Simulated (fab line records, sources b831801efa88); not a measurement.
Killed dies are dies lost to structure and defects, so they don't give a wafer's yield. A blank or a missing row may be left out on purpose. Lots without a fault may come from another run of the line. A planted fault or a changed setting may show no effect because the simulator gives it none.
Which tool did it? | flow sky130 | 12 lots, 36 wafers sampled, at 5 steps of a route of 708

WHAT THE GAUGES READ, wafer by wafer
SKY_FIELD_ISO_THK_MEAS_02. Usual: FIELD_ISO_OXIDATION_00_THK 11.88 nm, standard deviation 0.22.
lot  | measured    | on            | FIELD_ISO_OXIDATION_00_THK (nm) | flag
L339 | day 1 11:38 | film_metro-04 | 12.07 12.14 12.09               |
L342 | day 2 02:38 | film_metro-03 | 11.94 12.05 11.97               |
L344 | day 2 13:24 | film_metro-02 | 12.28 12.38 12.17               |
L346 | day 2 23:59 | film_metro-02 | 11.88 11.85 11.82               |
L347 | day 3 03:56 | film_metro-03 | 11.99 11.82 11.76               |
L350 | day 3 18:38 | film_metro-02 | 11.66 11.57 11.56               |
L356 | day 5 02:11 | film_metro-03 | 11.81 11.96 11.75               |
L357 | day 5 06:20 | film_metro-03 | 11.78 11.51 11.23               |
L359 | day 5 18:02 | film_metro-04 | 11.90 11.64 11.76               |
L360 | day 5 22:11 | film_metro-04 | 11.99 11.93 12.03               |
L361 | day 6 01:38 | film_metro-02 | 11.90 11.94 11.86               |
L362 | day 6 08:15 | film_metro-04 | 11.76 11.79 11.65               |

SKY_NWELL_TW_MEAS_15. Usual: NWELL_TW 1804, standard deviation 18.
lot  | measured     | on            | NWELL_TW       | flag
L339 | day 4 14:23  | film_metro-01 | 1789 1791 1793 |
L342 | day 5 10:40  | film_metro-02 | 1789 1784 1783 |
L344 | day 5 16:29  | film_metro-02 | 1794 1794 1788 |
L346 | day 6 06:00  | film_metro-02 | 1802 1798 1793 |
L347 | day 6 10:45  | film_metro-02 | 1813 1805 1810 |
L350 | day 7 08:15  | film_metro-02 | 1690 1688 1695 | OFF
L356 | day 8 17:58  | film_metro-01 | 1678 1684 1682 | OFF
L357 | day 8 21:18  | film_metro-04 | 1836 1823 1841 |
L359 | day 9 08:08  | film_metro-01 | 1800 1792 1797 |
L360 | day 9 21:37  | film_metro-04 | 1846 1834 1845 |
L361 | day 9 21:32  | film_metro-01 | 1798 1794 1803 |
L362 | day 10 08:18 | film_metro-02 | 1796 1786 1797 |

SKY_NWELL_RS_MEAS_29: measures by four-point-probe. Usual: NWELL_RS 623.8 ohm/sq, standard deviation 1.8.
lot  | measured     | on            | NWELL_RS (ohm/sq) | flag
L339 | day 5 07:46  | film_metro-01 | 624.4 624.5 624.5 |
L342 | day 6 04:37  | film_metro-04 | 623.5 623.3 624.1 |
L344 | day 6 10:20  | film_metro-01 | 624.5 625.4 625.6 |
L346 | day 7 00:59  | film_metro-02 | 625.6 625.9 623.6 |
L347 | day 7 06:59  | film_metro-02 | 622.3 621.1 619.9 |
L350 | day 8 04:41  | film_metro-01 | 696.0 696.6 694.9 | OFF
L356 | day 9 13:23  | film_metro-04 | 699.5 694.6 697.9 | OFF
L357 | day 9 17:55  | film_metro-01 | 623.8 621.4 621.0 |
L359 | day 10 06:15 | film_metro-01 | 625.5 625.3 625.6 |
L360 | day 10 20:17 | film_metro-01 | 623.4 623.8 622.9 |
L361 | day 10 20:13 | film_metro-04 | 620.1 620.0 620.3 |
L362 | day 11 07:08 | film_metro-02 | 625.9 625.9 625.1 |

SKY_LDD_P_CD_MEAS_07: target cd 380 nm. Usual: cd_nm 380.0 nm, standard deviation 2.2.
lot  | measured     | on        | cd_nm (nm)        | flag
L339 | day 18 12:56 | cd_sem-02 | 380.8 381.2 380.0 |
L342 | day 20 00:31 | cd_sem-02 | 379.7 378.6 378.0 |
L344 | day 20 08:30 | cd_sem-01 | 378.7 376.2 379.2 |
L346 | day 21 15:56 | cd_sem-01 | 382.1 384.1 383.3 |
L347 | day 21 17:55 | cd_sem-01 | 386.0 385.1 384.3 |
L350 | day 23 00:56 | cd_sem-01 | 382.2 381.4 380.4 |
L356 | day 25 04:43 | cd_sem-02 | 379.9 378.2 381.3 |
L357 | day 25 07:19 | cd_sem-02 | 377.6 380.1 379.2 |
L359 | day 26 01:29 | cd_sem-01 | 382.9 378.3 380.4 |
L360 | day 26 17:14 | cd_sem-01 | 376.9 379.0 379.0 |
L361 | day 26 15:29 | cd_sem-02 | 378.3 381.0 380.4 |
L362 | day 27 08:14 | cd_sem-02 | 377.9 382.0 380.5 |

WHICH TOOL RAN EACH LOT (tool, then ch and the chambers of the sampled wafers, then the start)
lot  | SKY_NWELL_IMPLANT_11
L339 | implanter-01 ch 0, day 4 13:50
L342 | implanter-04 ch 0, day 5 10:07
L344 | implanter-04 ch 0, day 5 15:56
L346 | implanter-03 ch 0, day 6 05:27
L347 | implanter-03 ch 0, day 6 10:12
L350 | implanter-03 ch 0, day 7 07:42
L356 | implanter-03 ch 0, day 8 17:25
L357 | implanter-01 ch 0, day 8 20:45
L359 | implanter-01 ch 0, day 9 07:35
L360 | implanter-01 ch 0, day 9 21:04
L361 | implanter-04 ch 0, day 9 20:59
L362 | implanter-01 ch 0, day 10 07:45
- SKY_NWELL_IMPLANT_11

WHAT THE TOOLS THEMSELVES READ (means of the sampled wafers that have a number; where no wafer has one, the mark that the record gives instead)
SKY_NWELL_IMPLANT_11. Usual: beam_on_s 10.00 s, standard deviation 0.21; faraday_current_uA 107.1, standard deviation 2.2.
lot  | tool         | beam_on_s (s) | faraday_current_uA | flag
L339 | implanter-01 | 9.82          | 109.0              |
L342 | implanter-04 | 9.91          | 108.2              |
L344 | implanter-04 | 10.01         | 107.3              |
L346 | implanter-03 | 10.07         | 106.2              |
L347 | implanter-03 | 9.81          | 109.4              |
L350 | implanter-03 | 7.99          | 134.2              | OFF
L356 | implanter-03 | 8.23          | 130.3              | OFF
L357 | implanter-01 | 9.80          | 109.1              |
L359 | implanter-01 | 9.90          | 107.8              |
L360 | implanter-01 | 9.98          | 107.5              |
L361 | implanter-04 | 9.92          | 108.0              |
L362 | implanter-01 | 10.09         | 106.2              |

THE ANSWER, worked out from the rows above alone
Rule: a lot is off if the mean of its wafers that have a number lies more than 3 standard deviations from the usual mean. A lot without any number at a reading at which 4 lots or more have one is off too. The other lots that the step has rows for count as sound. The gauges are gone through in route order, then the tools' own readings, and for those a lot's mean is taken as printed above. The first step at which some lot is off is used, and at that step the reading that is off furthest; a lot without a number counts as furthest.
Off: L350, L356, at SKY_NWELL_TW_MEAS_15 (NWELL_TW).
A tool fits if, at a process step before that reading, it ran every lot that is off, and no sound lot after the first of them. The gauges at SKY_NWELL_TW_MEAS_15 aren't tried: what is off there is off at SKY_NWELL_IMPLANT_11 too, on other tools, and a gauge's error can't cause that. One fits: implanter-03 at SKY_NWELL_IMPLANT_11. Its last sound lot is L347 (day 6 10:12), its first lot that is off L350 (day 7 07:42): a fault that began between those two fits.
The tool's own readings at SKY_NWELL_IMPLANT_11 bear it out: on the lots that are off they differ by more than 5 times the standard deviation of the sound lots' means. beam_on_s reads 8.11 s there against 9.93 s on the sound lots; faraday_current_uA reads 132.2 there against 107.9 on the sound lots.

WHAT THE SIMULATOR HAD PUT IN
Process parameter drift: implanter-03, from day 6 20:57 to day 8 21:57, at SKY_NWELL_IMPLANT_11. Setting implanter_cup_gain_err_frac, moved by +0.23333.
Lots struck among those shown: L350, L356. The rule above found the same.
